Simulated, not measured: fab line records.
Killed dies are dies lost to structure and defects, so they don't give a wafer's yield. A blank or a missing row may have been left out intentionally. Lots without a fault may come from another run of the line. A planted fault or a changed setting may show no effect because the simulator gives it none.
The tool behind it: which one? -- flow sky130 -- route of 708 steps, sampled at 1 step: 11 lots, 33 wafers

WHAT THE GAUGES SHOWED, per wafer
SKY_VIA2_THK_MEAS_23: measures by xrf.
lot,measured,on,VIA2_W_THK (nm)
L903,day 37 01:26,film-metro-01,394 394 417
L904,day 37 11:00,film-metro-02,406 401 402
L905,day 37 19:08,film-metro-03,403 401 410
L910,day 39 05:02,film-metro-01,409 397 391
L911,day 39 17:43,film-metro-01,416 397 418
L912,day 40 01:20,film-metro-01,401 397 407
L917,day 41 10:00,film-metro-03,404 400 411
L920,day 42 03:01,film-metro-02,408 406 403
L921,day 42 11:58,film-metro-01,399 393 402
L922,day 42 17:47,film-metro-02,396 421 397
L923,day 43 06:23,film-metro-02,396 389 418

WHICH TOOL RAN EACH LOT (tool, then ch and the chambers of the sampled wafers, then the start)
Before these readings, the record contains no process step.

WHAT THE TOOLS THEMSELVES READ (means of the sampled wafers that have a number; where no wafer has one, the mark that the record gives instead)
The record holds no such reading with a usual standard deviation.

THE ANSWER, worked out from the rows above alone
Rule: the usual values come from the lots themselves. Put in order of their means at a reading, lots are off if they are a third of the lots or fewer, leave a main group of 4 or more, and stand apart from it by a gap of 3 or more times the standard deviation of the main group's means; of several such gaps the widest counts. The tables above print the reading to a certain number of digits; a main group whose means all agree to those digits is not used. Also off: a lot with no number at a reading for which 4 or more lots have one. Where the step has rows for the other lots, those lots are counted as sound. First the gauges in route order, then the tools' own readings, where a lot's mean is used as printed above. At the first step where some lot is off, the reading lying furthest off is the one used; lots without a number count as furthest.
Nothing can be told from this: no lot is off at any reading shown.

WHAT THE SIMULATOR HAD PUT IN
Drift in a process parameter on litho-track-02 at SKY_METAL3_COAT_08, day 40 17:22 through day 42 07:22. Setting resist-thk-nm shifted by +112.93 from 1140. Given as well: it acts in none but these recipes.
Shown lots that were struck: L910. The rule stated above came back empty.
